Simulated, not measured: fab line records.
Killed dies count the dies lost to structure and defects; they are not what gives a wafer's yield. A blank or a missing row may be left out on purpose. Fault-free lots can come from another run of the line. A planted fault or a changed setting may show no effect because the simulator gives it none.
A lot that was struck, set against a sound lot    flow sky130    35 out of 708 route steps
Sound: wafers L382.2, L382.3, L382.5. Struck: wafers L386.2, L386.5. (L386.4 of the same lot was not struck and is left out.) The cause comes at the end.
Order at every step that has rows: each side's tool, ch and its chambers, its first start. Under that, the readings that differ: sound wafers    struck wafers    difference of the means    sigmas: that difference in standard deviations of wafers without a fault.
alike: readings whose means differ by less than 2 such deviations, and words and numbers that are the same on both sides. not compared: withheld readings, readings that some wafer has no value for, bounds like >300 that may hide the same value, and numbers for which the record gives no deviation and whose values overlap.
A row with sigmas, a row that says differs or no value, or rows on one side alone: a step with any of these is where the two part. Non-overlapping numbers with no deviation appear without sigmas and do not part them. A reading missing from all wafers of one side parts the sides only when that side holds two or more wafers.

first, 5 steps without rows for these wafers: SKY_METAL5_SOFTBAKE_10 (time 60 s); SKY_METAL5_EXPOSE_11 (exposes mask MM5, target cd 1600 nm); SKY_METAL5_PEB_12; SKY_METAL5_DEVELOP_13 (develop time 60 s); SKY_METAL5_DESCUM_14 (chemistry O2, time 11 s).
SKY_METAL5_METAL_ETCH_15: etches the open film in Cl2/BCl3, stops on SiO2, target depth 1260 nm, time 247.3 s.
  sound on rie_metal-03 ch 0,1, day 44 19:07; struck on rie_metal-02 ch 0, day 45 18:12
  alike: drypump_motor_current_A, oes_product_au, throttle_valve_pct
  not compared: rf_hours_counter_h
SKY_METAL5_STRIP_16: strips in O2/N2.
  sound on plasma_asher-04 ch 0,1, day 44 19:21; struck on plasma_asher-01 ch 0,1, day 45 18:26
  alike: drypump_motor_current_A, oes_product_au, strip_time_to_endpoint_s
  not compared: rf_hours_counter_h
then, 3 steps without rows for these wafers: SKY_METAL5_STRIP_17 (strips in post etch residue remover, time 1200 s); SKY_METAL5_CLEAN_18 (cleans in IPA, time 180 s); SKY_METAL5_CLEAN_19 (cleans in O3/DIW).
SKY_PASSIVATION_CVD_00: deposits SiO2, target thk 90 nm.
  sound on pecvd-03 ch 1,2, day 44 20:23; struck on pecvd-03 ch 0,2, day 45 19:04
  alike: heater_power_w, susceptor_temp_C
SKY_PASSIVATION_THK_MEAS_01:
  sound on film_metro-03 at day 44 20:25; struck on film_metro-02 at day 45 19:07
  alike: PASSIVATION_CVD_00_THK
SKY_PASSIVATION_CVD_02: deposits Si3N4, target thk 540 nm.
  sound on pecvd-04 ch 0,2, day 44 20:28; struck on pecvd-04 ch 0, day 45 19:10
reading                                        sound              struck       difference  sigmas
model.Si3N4_of_PASSIVATION_CVD_02.thk_nm (nm)  530.3 542.9 534.6  245.3 255.7  -285.4      
  alike: heater_power_w, susceptor_temp_C
SKY_PASSIVATION_THK_MEAS_03:
  sound on film_metro-01 at day 44 20:41; struck on film_metro-01 at day 45 19:31
reading                      sound        struck   difference  sigmas
PASSIVATION_CVD_02_THK (nm)  530 543 535  245 256  -286        -37
then, 7 steps without rows for these wafers: SKY_PASSIVATION_DEHYDRATE_04 (time 60 s); SKY_PASSIVATION_HMDS_05 (prime time 60 s); SKY_PASSIVATION_COAT_06 (resist thk 3000 nm); SKY_PASSIVATION_SOFTBAKE_07; SKY_PASSIVATION_EXPOSE_08 (exposes mask NSM, target cd 3000 nm); SKY_PASSIVATION_PEB_09; SKY_PASSIVATION_DEVELOP_10 (develop time 60 s).
SKY_PASSIVATION_ETCH_11: etches the open film in CF4/O2, stops on AlCu, target depth 725 nm, time 161.1 s.
  sound on rie_diel-01 ch 0,1,3, day 45 17:52; struck on rie_diel-01 ch 0,3, day 46 15:52
reading                                  sound              struck       difference  sigmas
oes_product_au (a.u.)                    0.970 0.976 0.985  0.724 0.740  -0.245      -31
throttle_valve_pct (%)                   5.952 5.965 5.970  5.893 5.895  -0.068      -7
model.etch.depth_nm (nm)                 694.8 710.1 701.8  406.5 418.5  -289.7      
model.PASSIVATION.feature_depth_nm (nm)  694.8 710.1 701.8  406.5 418.5  -289.7      
  alike: drypump_motor_current_A
  not compared: rf_hours_counter_h
SKY_PASSIVATION_STRIP_12: strips in O2/N2.
  sound on plasma_asher-02 ch 0,1, day 45 17:58; struck on plasma_asher-02 ch 0,1, day 46 15:58
  alike: drypump_motor_current_A, oes_product_au, strip_time_to_endpoint_s
  not compared: rf_hours_counter_h
then, 7 steps without rows for these wafers: SKY_PAD_OPEN_DEHYDRATE_00 (time 60 s); SKY_PAD_OPEN_HMDS_01 (prime time 60 s); SKY_PAD_OPEN_COAT_02 (resist thk 3000 nm); SKY_PAD_OPEN_SOFTBAKE_03; SKY_PAD_OPEN_EXPOSE_04 (exposes mask PDM, target cd 60000 nm); SKY_PAD_OPEN_PEB_05; SKY_PAD_OPEN_DEVELOP_06 (develop time 57.12 s).
SKY_PAD_OPEN_ETCH_07: etches the open film in CF4/O2, stops on AlCu, target depth 725 nm, time 161.1 s.
  sound on rie_diel-02 ch 0,1,2, day 46 14:14; struck on rie_diel-04 ch 2, day 47 11:59
reading                               sound              struck       difference  sigmas
oes_product_au (a.u.)                 0.969 0.982 0.965  0.728 0.744  -0.236      -28
throttle_valve_pct (%)                5.958 5.962 5.971  5.886 5.896  -0.073      -7
model.PAD_OPEN.feature_depth_nm (nm)  694.8 710.1 699.6  406.5 418.5  -289.0      
model.etch.depth_nm (nm)              694.8 710.1 699.6  406.5 418.5  -289.0      
  alike: drypump_motor_current_A
  not compared: rf_hours_counter_h
SKY_PAD_OPEN_STRIP_08: strips in O2/N2.
  sound on plasma_asher-01 ch 0, day 46 14:20; struck on plasma_asher-01 ch 0, day 47 12:05
  alike: drypump_motor_current_A, oes_product_au, strip_time_to_endpoint_s
  not compared: rf_hours_counter_h
SKY_PAD_OPEN_STRIP_09: strips in post etch residue remover, time 1200 s.
  sound on wet_bench-01 ch 3, day 46 14:26; struck on wet_bench-03 ch 3, day 47 12:11
reading                                        sound              struck     difference  sigmas
model.Si3N4_of_PASSIVATION_CVD_02.thk_nm (nm)  529.9 542.5 534.2  245 255.4  -285        
then, 1 step without rows for these wafers: SKY_PAD_OPEN_CLEAN_10 (cleans in IPA, time 180 s).
SKY_PAD_OPEN_PROBE_99:
  sound on prober-02 at day 46 16:38; struck on prober-01 at day 47 14:21
  alike: defect_limited_yield, killed_at_M0_to_M3, killed_at_M4_up, killed_at_contacts, killed_at_front_end, killed_at_other, killed_dies, killed_open, killed_short, sort_bin_3_pad_short, sort_bin_5_function, sort_bin_6_memory, sort_n_pass, sort_yield_pct

## WHERE THEY PART
At SKY_PASSIVATION_THK_MEAS_03 first; at SKY_PAD_OPEN_ETCH_07 last (within this record only). Later steps at which nothing parts them and some readings are alike: SKY_PAD_OPEN_STRIP_08, SKY_PAD_OPEN_PROBE_99.

WHY: what had been put in by the simulator
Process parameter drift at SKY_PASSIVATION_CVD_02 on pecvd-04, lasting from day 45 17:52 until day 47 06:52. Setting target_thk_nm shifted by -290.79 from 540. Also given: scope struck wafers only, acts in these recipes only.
